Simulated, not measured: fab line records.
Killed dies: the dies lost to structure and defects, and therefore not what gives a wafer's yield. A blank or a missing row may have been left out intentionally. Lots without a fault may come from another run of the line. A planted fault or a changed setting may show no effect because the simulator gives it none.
Comparing a struck lot with a sound one | flow gf180mcu | 16 steps out of a route of 602
Sound: wafers L276.3, L276.5, L276.6. Struck: wafers L278.3, L278.6. (L278.4 of the same lot was not struck and is left out.) The cause comes at the end.
At each step with rows: each side's tool, then ch and its chambers, then its first start. Under that, the readings that differ: sound wafers | struck wafers | difference of the means | sigmas: that difference in standard deviations of wafers without a fault.
alike: readings with means less than 2 such deviations apart, plus words and numbers identical on both sides. not compared: withheld readings, readings lacking a value on some wafer, bounds such as >300 that could conceal the same value, and numbers that have no deviation in the record and whose values overlap.
The two part at a step that has a row with sigmas, a row that says differs or no value, or rows on one side only. Numbers that don't overlap but have no deviation are shown without sigmas and don't part them. A reading that every wafer of one side lacks parts them only if that side has two wafers or more.

first, 3 steps without rows for these wafers: GF_V2_EXPOSE_11 (exposes mask Via2, target cd 260 nm); GF_V2_PEB_12 (peb time 90 s); GF_V2_DEVELOP_13 (develop time 60 s).
GF_V2_CD_MEAS_14: the cd target is 260 nm.
  sound: cdSem-01 at day 22 11:10; struck: cdSem-01 at day 23 10:41
  alike: cdNm
GF_V2_OVL_MEAS_15:
  sound: overlay-02 at day 22 11:16; struck: overlay-01 at day 23 10:46
  alike: V2_OVL
then, 1 step without rows for these wafers: GF_V2_ETCH_16 (etches BARC in N2/H2).
GF_V2_ETCH_17: etches SiO2 in C4F8/O2/Ar, stops on TiN, target depth 630 nm.
  sound: rieDiel-04 ch 0,1,2; struck: rieDiel-04 ch 1
  alike: oesProductAu
GF_V2_STRIP_18: strips in O2/N2.
  sound on plasmaAsher-03 ch 0,1, day 22 11:27; struck on plasmaAsher-03 ch 0, day 23 10:58
  alike: drypumpMotorCurrentA, heaterPowerW, oesProductAu
  not compared: rfHoursCounterH
then, 2 steps without rows for these wafers: GF_V2_STRIP_19 (strips in post etch residue remover, time 1200 s); GF_V2_CLEAN_20 (cleans in DIW).
GF_V2_SPUTTER_21: material Ti, target thk 15 nm, time 80.02 s.
  sound: pvdSputter-01 at day 22 11:57; struck: pvdSputter-04 at day 23 11:28
  alike: throttleValvePct
GF_V2_SPUTTER_22: material TiN, target thk 10 nm, time 40 s.
  sound: pvdSputter-01 at day 22 12:01; struck: pvdSputter-04 at day 23 11:31
  alike: throttleValvePct
GF_V2_CVD_23: deposits W, target thk 350 nm, time 104.94 s.
  sound on cvdW-01 ch 0,1, day 22 12:05; struck on cvdW-02 ch 0, day 23 11:36
reading                         | sound           | struck      | difference | sigmas
model.W_of_V2_CVD_23.thkNm (nm) | 349.7 348 347.5 | 371.1 367.2 | +20.8      | 
  alike: heaterPowerW
  not compared: sinceWetCleanH
GF_V2_RS_MEAS_24: a four-point-probe measurement.
  sound: filmMetro-04 at day 22 12:12; struck: filmMetro-01 at day 23 11:43
reading          | sound             | struck      | difference | sigmas
V2_W_RS (ohm/sq) | 0.327 0.329 0.330 | 0.308 0.311 | -0.019     | -5
GF_V2_THK_MEAS_25: measures by xrf.
  sound: filmMetro-04 at day 22 12:18; struck: filmMetro-01 at day 23 11:49
reading       | sound       | struck  | difference | sigmas
V2_W_THK (nm) | 345 343 342 | 365 361 | +20        | +4
GF_V2_CMP_26: polishes, stops on SiO2, t overpolish 15 s, target thk 0 nm.
  sound on cmp-01 ch 1,2, day 22 12:29; struck on cmp-01 ch 1,2, day 23 11:51
  alike: motorCurrentA

WHERE THEY PART
Earliest at GF_V2_RS_MEAS_24; latest, in this record, at GF_V2_THK_MEAS_25. Later steps at which nothing parts them and some readings are alike: GF_V2_CMP_26.

WHY: the cause the simulator had injected
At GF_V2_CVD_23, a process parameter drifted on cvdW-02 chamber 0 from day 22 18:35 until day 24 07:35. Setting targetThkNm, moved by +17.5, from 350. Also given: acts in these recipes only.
